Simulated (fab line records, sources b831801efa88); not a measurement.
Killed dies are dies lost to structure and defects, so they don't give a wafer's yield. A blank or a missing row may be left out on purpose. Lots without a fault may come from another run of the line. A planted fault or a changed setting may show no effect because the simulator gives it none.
Chamber matching | flow gf180mcu | GF_CONTACT_CVD_02 on pecvd-01: 3 sister chambers
The step deposits SiO2 from TEOS, target thk 860 nm, time 95.992 s. 6 wafers are shown with their chamber, then 6 later ones without.

WAFERS WITH THEIR CHAMBER
wafer  | chamber | heater_power_w (W)
L193.4 | 2       | 550
L196.4 | 0       | 799
L196.5 | 2       | 472
L196.6 | 1       | 922
L201.1 | 1       | 990
L201.2 | 0       | 699

WAFERS WITHOUT THEIR CHAMBER
wafer  | heater_power_w (W)
L201.3 | 541
L205.2 | 749
L205.3 | 507
L205.4 | 812
L213.3 | 591
L213.4 | 923

WHICH CHAMBER EACH WENT THROUGH
wafer  | from the rows above     | in truth
L201.3 | 2                       | 2
L205.2 | 0                       | 0
L205.3 | 2                       | 2
L205.4 | can't be placed: 0 or 1 | 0
L213.3 | can't be placed: 2 or 0 | 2
L213.4 | 1                       | 1
Placed correctly: 4 of 6. Can't be placed from these rows: 2 (the true chamber is among the candidates in 2). Placed wrongly: 0.
How it was worked out, from the rows above alone: a wafer's distance from a chamber is the root of the sum, over the readings, of the square of ((its reading less the chamber's mean) divided by the reading's scatter). The wafer belongs to the nearest chamber; if the next one is less than 2 further off, it can't be placed. A chamber's mean is the mean of its shown wafers. The scatter: the root of (the sum of the squares of (reading less its chamber's mean) over the shown wafers, divided by (wafers less chambers)).
